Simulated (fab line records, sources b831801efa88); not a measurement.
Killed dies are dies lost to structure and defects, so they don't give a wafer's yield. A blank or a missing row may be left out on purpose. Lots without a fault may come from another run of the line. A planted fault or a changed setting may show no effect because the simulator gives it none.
A struck lot beside a sound one | flow gf180mcu | 43 steps out of a route of 602
Sound: wafers L757.1, L757.4, L757.5. Struck: wafers L762.4, L762.5, L762.6. The cause comes at the end.
At each step with rows: each side's tool, then ch and its chambers, then its first start. Under that, the readings that differ: sound wafers | struck wafers | difference of the means | sigmas: that difference in standard deviations of wafers without a fault.
alike: readings whose means differ by less than 2 such deviations, and words and numbers that are the same on both sides. not compared: withheld readings, readings that some wafer has no value for, bounds like >300 that may hide the same value, and numbers for which the record gives no deviation and whose values overlap.
The two part at a step that has a row with sigmas, a row that says differs or no value, or rows on one side only. Numbers that don't overlap but have no deviation are shown without sigmas and don't part them. A reading that every wafer of one side lacks parts them only if that side has two wafers or more.

first, 2 steps without rows for these wafers: GF_NWELL_IMPLANT_08; GF_NWELL_IMPLANT_09.
GF_NWELL_STRIP_10: strips in O2/N2.
  sound on plasma_asher-01 ch 0,1, day 3 10:30; struck on plasma_asher-04 ch 0,1, day 4 10:06
  alike: drypump_motor_current_A, heater_power_w, oes_product_au, strip_time_to_endpoint_s
  not compared: rf_hours_counter_h
GF_NWELL_TW_MEAS_11:
  sound on film_metro-02, day 3 10:36; struck on film_metro-04, day 4 10:12
  alike: NWELL_TW
then, 7 steps without rows for these wafers: GF_LVPWELL_DEHYDRATE_00 (time 60 s); GF_LVPWELL_HMDS_01 (prime time 60 s); GF_LVPWELL_COAT_02 (resist thk 3000 nm); GF_LVPWELL_SOFTBAKE_03; GF_LVPWELL_EXPOSE_04 (exposes mask LVPWELL, target cd 600 nm); GF_LVPWELL_PEB_05; GF_LVPWELL_DEVELOP_06 (develop time 60 s).
GF_LVPWELL_OVL_MEAS_07:
  sound on overlay-01, day 3 23:46; struck on overlay-02, day 5 00:04
  alike: LVPWELL_OVL
GF_LVPWELL_IMPLANT_08:
  sound on implanter-04 ch 0, day 3 23:48; struck on implanter-04 ch 0, day 5 00:10
  reading                   | sound             | struck            | difference | sigmas
  implant_ion_amu           | 11 11 11          | 31 31 31          | +20        |
  model.implant.rp_nm (nm)  | 483.5 483.5 483.5 | 216.6 216.6 216.6 | -266.9     |
  model.implant.drp_nm (nm) | 102.4 102.4 102.4 | 68.9 68.9 68.9    | -33.5      |
  alike: faraday_current_uA
then, 1 step without rows for these wafers: GF_LVPWELL_IMPLANT_09.
GF_LVPWELL_STRIP_10: strips in O2/N2.
  sound on plasma_asher-02 ch 0,1, day 4 00:06; struck on plasma_asher-04 ch 0,1, day 5 00:25
  alike: drypump_motor_current_A, heater_power_w, oes_product_au, strip_time_to_endpoint_s
  not compared: rf_hours_counter_h
GF_LVPWELL_TW_MEAS_11:
  sound on film_metro-04, day 4 00:12; struck on film_metro-02, day 5 00:31
  reading    | sound       | struck         | difference | sigmas
  LVPWELL_TW | 567 568 565 | 1287 1286 1285 | +719       | +99 or more
then, 7 steps without rows for these wafers: GF_MVSD_DEHYDRATE_00 (time 60 s); GF_MVSD_HMDS_01 (prime time 60 s); GF_MVSD_COAT_02 (resist thk 3000 nm); GF_MVSD_SOFTBAKE_03; GF_MVSD_EXPOSE_04 (exposes mask MVSD, target cd 1000 nm); GF_MVSD_PEB_05; GF_MVSD_DEVELOP_06 (develop time 60 s).
GF_MVSD_OVL_MEAS_07:
  sound on overlay-02, day 4 12:46; struck on overlay-01, day 5 14:06
  alike: MVSD_OVL
then, 2 steps without rows for these wafers: GF_MVSD_IMPLANT_08; GF_MVSD_IMPLANT_09.
GF_MVSD_STRIP_10: strips in O2/N2.
  sound on plasma_asher-01 ch 0,1, day 4 13:06; struck on plasma_asher-01 ch 0,1, day 5 14:27
  reading                      | sound             | struck            | difference | sigmas
  strip_time_to_endpoint_s (s) | 37.16 36.96 37.09 | 36.73 36.85 36.83 | -0.27      | -2
  alike: drypump_motor_current_A, heater_power_w, oes_product_au
  not compared: rf_hours_counter_h
GF_MVSD_TW_MEAS_11:
  sound on film_metro-04, day 4 13:12; struck on film_metro-01, day 5 14:33
  alike: MVSD_TW
then, 7 steps without rows for these wafers: GF_MVPSD_DEHYDRATE_00 (time 60 s); GF_MVPSD_HMDS_01 (prime time 60 s); GF_MVPSD_COAT_02 (resist thk 3000 nm); GF_MVPSD_SOFTBAKE_03; GF_MVPSD_EXPOSE_04 (exposes mask MVPSD, target cd 1000 nm); GF_MVPSD_PEB_05; GF_MVPSD_DEVELOP_06 (develop time 60 s).
GF_MVPSD_OVL_MEAS_07:
  sound on overlay-01, day 5 02:46; struck on overlay-01, day 6 04:14
  alike: MVPSD_OVL
then, 2 steps without rows for these wafers: GF_MVPSD_IMPLANT_08; GF_MVPSD_IMPLANT_09.
GF_MVPSD_STRIP_10: strips in O2/N2.
  sound on plasma_asher-03 ch 0,1, day 5 03:06; struck on plasma_asher-02 ch 0,1, day 6 04:35
  alike: drypump_motor_current_A, heater_power_w, oes_product_au, strip_time_to_endpoint_s
  not compared: rf_hours_counter_h
GF_MVPSD_TW_MEAS_11:
  sound on film_metro-01, day 5 03:12; struck on film_metro-04, day 6 04:41
  alike: MVPSD_TW
then, 2 steps without rows for these wafers: GF_VT_IMPLANT_DEHYDRATE_00 (time 60 s); GF_VT_IMPLANT_HMDS_01 (prime time 60 s).
-- the record jumps here: 3 days lie between the struck wafers' starts before and after --
GF_VT_IMPLANT_RS_MEAS_48: measures by four-point-probe.
  sound on film_metro-02, day 7 15:45; struck on film_metro-01, day 8 19:28
  reading             | sound                | struck | difference                    | sigmas
  LVPWELL_RS (ohm/sq) | 1199.3 1197.6 1201.7 | - - -  | no value on the struck wafers |

WHERE THEY PART
First at GF_LVPWELL_TW_MEAS_11; last, within this record, at GF_VT_IMPLANT_RS_MEAS_48.

WHY: what the simulator had put in
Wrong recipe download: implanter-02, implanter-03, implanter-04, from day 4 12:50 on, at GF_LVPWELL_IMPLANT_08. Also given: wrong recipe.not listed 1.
